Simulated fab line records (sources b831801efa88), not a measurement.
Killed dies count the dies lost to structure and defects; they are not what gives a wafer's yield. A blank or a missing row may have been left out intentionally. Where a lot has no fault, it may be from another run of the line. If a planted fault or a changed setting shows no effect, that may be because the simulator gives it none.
2 desks looking at one fault -- flow gf180mcu -- each desk has only its own numbers; what lay behind them comes last

## TOOL OWNER'S DESK, pvdSputter-03
The tool's own readings at GF_M3_SPUTTER_04 (material TiN, target thk 50 nm, time 41.7 s): means of the sampled wafers that have a number, for each lot that ran on this tool. A lot is out of limits, marked OUT, if its mean lies more than 4 standard deviations from the usual mean; the brackets give that distance.
Columns: A = throttleValvePct at GF_M3_SPUTTER_04, usual 30.3 %
lot,first seen here,A
L801,day 23 11:33,30.2
L808,day 25 21:02,30.2
L809,day 26 04:11,29.2
This desk's finding: nothing out of limits on any of the 3 lots.

## AT THE METROLOGY DESK
Means of the sampled wafers that have a number, per lot and without regard to the tool the lot ran on: this is what the gauges read. A lot is out of limits, marked OUT, if its mean lies more than 4 standard deviations from the usual mean; the brackets give that distance. It has 9 readings; the 7 that lie furthest out on some lot are the ones shown.
Columns: A = M3_ALCU_RS at GF_M3_RS_MEAS_05, usual 0.0695 ohm/sq; B = M3_ALCU_THK at GF_M3_THK_MEAS_06, usual 456 nm; C = cdNm at GF_M3_CD_MEAS_14, usual 280.5 nm; D = M3_OVL at GF_M3_OVL_MEAS_15, usual -2 nm; E = V3_CVD_00_THK at GF_V3_THK_MEAS_01, usual 603 nm; F = V3_CVD_02_THK at GF_V3_THK_MEAS_03, usual 847 nm; G = V3_BOW at GF_V3_BOW_MEAS_05, usual 119 um
lot,first seen here,A,B,C,D,E,F,G
L796,day 21 10:16,0.0690,456,278.9,-5,607,841,124
L801,day 23 10:56,0.0689,459,280.4,-3,598,846,121
L808,day 25 20:25,0.0694,448,281.5,1,603,849,124
L809,day 26 03:32,0.0699,444,278.6,-5,605,858,133
L810,day 26 09:54,0.0689,459,281.1,4,604,848,111
L814,day 27 14:39,0.0688,460,279.9,-8,608,845,110
This desk's finding: nothing out of limits on any of the 6 lots.

## TAKEN TOGETHER
The desk of the tool owner found nothing out of limits.
At the metrology desk, nothing out of limits was observed.

## WHAT THE SIMULATOR PUT IN
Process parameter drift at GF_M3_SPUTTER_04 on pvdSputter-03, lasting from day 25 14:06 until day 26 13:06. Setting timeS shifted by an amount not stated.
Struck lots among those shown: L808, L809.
